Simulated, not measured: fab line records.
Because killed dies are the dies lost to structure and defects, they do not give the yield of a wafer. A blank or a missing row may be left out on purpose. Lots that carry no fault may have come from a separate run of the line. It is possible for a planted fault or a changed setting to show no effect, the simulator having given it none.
Which tool was responsible?    flow sky130    36 wafers from 12 lots sampled at 3 of the route's 708 steps

== WHAT THE GAUGES READ, wafer by wafer ==
SKY_METAL5_THK_MEAS_06: measures by xrf. Usual: for METAL5_ALCU_THK the level is 1150 nm and the standard deviation is 18.
lot   measured      on             METAL5_ALCU_THK (nm)  flag
L959  day 42 20:28  film-metro-02  1171 1155 1161        
L961  day 43 17:07  film-metro-02  1145 1137 1145        
L963  day 44 12:23  film-metro-03  1122 1136 1126        
L965  day 44 21:47  film-metro-01  1162 1167 1178        
L968  day 45 10:08  film-metro-03  1103 1113 1121        
L970  day 46 00:43  film-metro-01  1174 1167 1168        
L969  day 46 02:52  film-metro-03  1144 1136 1137        
L971  day 46 07:44  film-metro-03  1159 1160 1155        
L972  day 46 08:57  film-metro-01  1130 1174 1139        
L974  day 46 23:23  film-metro-01  1151 1150 1154        
L978  day 47 18:43  film-metro-03  1132 1121 1139        
L979  day 47 21:54  film-metro-01  1173 1185 1184        

== WHAT TOOL EACH LOT RAN ON (gives the tool, then ch and the chambers of the sampled wafers, and finally the start) ==
lot   SKY_METAL1_ETCH_18                 SKY_METAL5_SPUTTER_00
L959  rie-metal-01 ch 0,1, day 32 17:25  pvd-sputter-01, day 42 20:10
L961  rie-metal-01 ch 0,1, day 33 19:12  pvd-sputter-04, day 43 16:50
L963  rie-metal-01 ch 0,1, day 34 17:10  pvd-sputter-03, day 44 12:04
L965  rie-metal-01 ch 0,1, day 35 04:09  pvd-sputter-03, day 44 21:30
L968  rie-metal-02 ch 0,1, day 35 20:09  pvd-sputter-04, day 45 09:49
L970  rie-metal-01 ch 0,1, day 36 12:59  pvd-sputter-03, day 46 00:25
L969  rie-metal-02 ch 0,1, day 36 15:15  pvd-sputter-04, day 46 02:34
L971  rie-metal-02 ch 0, day 36 16:51    pvd-sputter-03, day 46 07:27
L972  rie-metal-02 ch 0,1, day 37 00:39  pvd-sputter-04, day 46 08:39
L974  rie-metal-02 ch 0,1, day 37 18:12  pvd-sputter-04, day 46 23:05
L978  rie-metal-01 ch 0,1, day 38 17:25  pvd-sputter-04, day 47 18:23
L979  rie-metal-01 ch 0,1, day 38 20:34  pvd-sputter-01, day 47 21:35
- SKY_METAL1_ETCH_18: etches BARC in N2/H2, stops on SiO2, time 45.9 s, target depth 60 nm.
- SKY_METAL5_SPUTTER_00: material Ti, target thk 15 nm, time 10 s.

== WHAT THE TOOLS THEMSELVES READ (means of the sampled wafers that have a number; where no wafer has one, the mark that the record gives instead) ==
SKY_METAL1_ETCH_18. Usual: drypump-motor-current-A 5.8 A, standard deviation 0.4; oes-product-au 0.853 a.u., standard deviation 0.0048; throttle-valve-pct 13.223 %, standard deviation 0.0085.
lot   tool          drypump-motor-current-A (A)  oes-product-au (a.u.)  throttle-valve-pct (%)  flag
L959  rie-metal-01  5.5                          0.854                  13.231                  
L961  rie-metal-01  5.6                          0.857                  13.233                  
L963  rie-metal-01  5.6                          0.853                  13.226                  
L965  rie-metal-01  5.6                          0.848                  13.226                  
L968  rie-metal-02  6.0                          0.852                  13.225                  
L970  rie-metal-01  5.5                          0.850                  13.221                  
L969  rie-metal-02  5.7                          0.851                  13.225                  
L971  rie-metal-02  6.3                          0.853                  13.212                  
L972  rie-metal-02  5.8                          0.852                  13.220                  
L974  rie-metal-02  6.0                          0.856                  13.231                  
L978  rie-metal-01  5.6                          0.853                  13.226                  
L979  rie-metal-01  5.6                          0.857                  13.226                  

SKY_METAL5_SPUTTER_00. Usual: cathode-dc-power-W 3000.0 W, standard deviation 0.54; throttle-valve-pct 30.5 %, standard deviation 0.96.
lot   tool            cathode-dc-power-W (W)  throttle-valve-pct (%)  flag
L959  pvd-sputter-01  3000.0                  30.5                    
L961  pvd-sputter-04  2999.8                  31.5                    
L963  pvd-sputter-03  3000.3                  29.9                    
L965  pvd-sputter-03  3000.5                  29.5                    
L968  pvd-sputter-04  3000.1                  31.1                    
L970  pvd-sputter-03  3000.3                  29.9                    
L969  pvd-sputter-04  2999.9                  31.8                    
L971  pvd-sputter-03  3000.1                  30.0                    
L972  pvd-sputter-04  2999.9                  30.4                    
L974  pvd-sputter-04  2999.8                  31.9                    
L978  pvd-sputter-04  2999.9                  31.1                    
L979  pvd-sputter-01  3000.3                  30.6                    

== THE ANSWER, worked out from the rows above alone ==
Rule: take the mean of a lot's wafers that have a number; if it is more than 3 standard deviations from the usual mean, the lot is off. Also off: a lot with no number at a reading for which 4 or more lots have one. Any other lot the step has rows for is counted as sound. Order of review: gauges by route order, followed by the tools' own readings, for which a lot's mean as printed above is used. The first step at which some lot is off is used, and at that step the reading that is off furthest; a lot without a number counts as furthest.
No lot is off at any reading shown: from this, nothing can be told.

== WHAT HAD BEEN PUT IN BY THE SIMULATOR ==
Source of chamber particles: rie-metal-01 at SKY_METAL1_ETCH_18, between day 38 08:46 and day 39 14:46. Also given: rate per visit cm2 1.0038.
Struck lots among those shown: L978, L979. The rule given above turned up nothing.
